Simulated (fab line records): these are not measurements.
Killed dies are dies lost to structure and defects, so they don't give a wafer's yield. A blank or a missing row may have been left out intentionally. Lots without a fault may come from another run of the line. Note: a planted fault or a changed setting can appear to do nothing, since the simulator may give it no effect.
Code-filled problem report in 8D (eight disciplines) form    flow sky130    the parts of the form that need people (team, actions taken, sign-off) are left out

## 1. WHAT IS WRONG
Wafers free of any fault read 2590 (standard deviation 27) for LDD_N_TW at SKY_LDD_N_TW_MEAS_17, against a mean of 2872 on 6 wafers of 2 lots. Relative to the usual mean, that is a shift of +10 standard deviations.
The first sign was on wafer L930.1 at day 21 05:16, on film-metro-02. The record has a number at this step for 33 wafers belonging to 11 lots. Rule for "out" (also "out of limits"): further than 4 standard deviations from the usual mean. Any other wafer with a number is counted as sound.

## 2. WHAT IT IS, WHAT IT ISN'T
question                     is                            is not
which readings at this step  LDD_N_TW                      -
which lots                   L930, L933                    L923, L924, L925, L931, L937, L939, L940, L941, L944
which wafers of those lots   all that have a number        -
read on which gauges         film-metro-02, film-metro-03  film-metro-04
when                         from day 21 05:16             up to then (9 sound wafers); but 18 sound wafers of L931, L937, L939, L940, L941, L944 came after

## 3. WHAT RULES OUT EACH SUSPECT
Counting: a tool at any process step up to the reading remains a suspect when it ran all the lots that are out and ran no sound lot after the first of those.
- the gauge at SKY_LDD_N_TW_MEAS_17 has been ruled out. 2 gauges (film-metro-02, film-metro-03) read the wafers that are out.
- implanter-01 at SKY_LDD_N_IMPLANT_10: ruled out as a lasting fault. Sound lots L939, L941 ran on it after its first lot that is out, L930 (day 21 04:16).
- plasma-asher-02 at SKY_LDD_N_STRIP_16 (strips in O2/N2): ruled out as a lasting fault. Sound lots L939, L941 ran on it after its first lot that is out, L930 (day 21 05:10).
Left after counting: nothing in the record.

## 4. THE CAUSE (what the simulator had put in)
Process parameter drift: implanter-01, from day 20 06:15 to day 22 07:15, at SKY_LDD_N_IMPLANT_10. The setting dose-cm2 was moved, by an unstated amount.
It was ruled out by counting, in error; the rule expects a fault to strike all lots run on its tool from its start on, and this fault did not.

## 5. THE CHAIN OF EFFECTS, in route order
Each row: a reading where the mean over the struck wafers with a number is more than 3 standard deviations away from the usual. Scope: only readings with a usual standard deviation given in the record; hours: median across lots of the time from each lot's start at the first step in this table that gives one to its start at this step; sigmas: change in usual standard deviations.
hours  step                  reading                   usual      on struck wafers  change      sigmas
0      SKY_LDD_N_IMPLANT_10  beam-on-s                 9.99 s     41.97             +31.98      +99 or more
0      SKY_LDD_N_IMPLANT_10  dose-ions-cm2             7.499e+13  3.731e+14         +2.981e+14  +99 or more
0      SKY_LDD_N_IMPLANT_10  faraday-current-uA        423        501               +78         +10
1      SKY_LDD_N_STRIP_16    strip-time-to-endpoint-s  4.314 s    5.062             +0.748      +47
1      SKY_LDD_N_TW_MEAS_17  LDD_N_TW                  2590       2872              +282        +10
Its process steps:
- SKY_LDD_N_IMPLANT_10
- SKY_LDD_N_STRIP_16: strips in O2/N2.

## 6. HOW IT WOULD HAVE BEEN CAUGHT EARLIER
The first out-of-limits reading at a measuring or inspecting step in this record came at day 21 05:16, 23 hours after the fault's start at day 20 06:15.
At SKY_LDD_N_IMPLANT_10, the tool's own readings (beam-on-s, dose-ions-cm2, faraday-current-uA) were out on each struck wafer the step has a row for, so an alarm limit on them would have fired on the first such wafer.
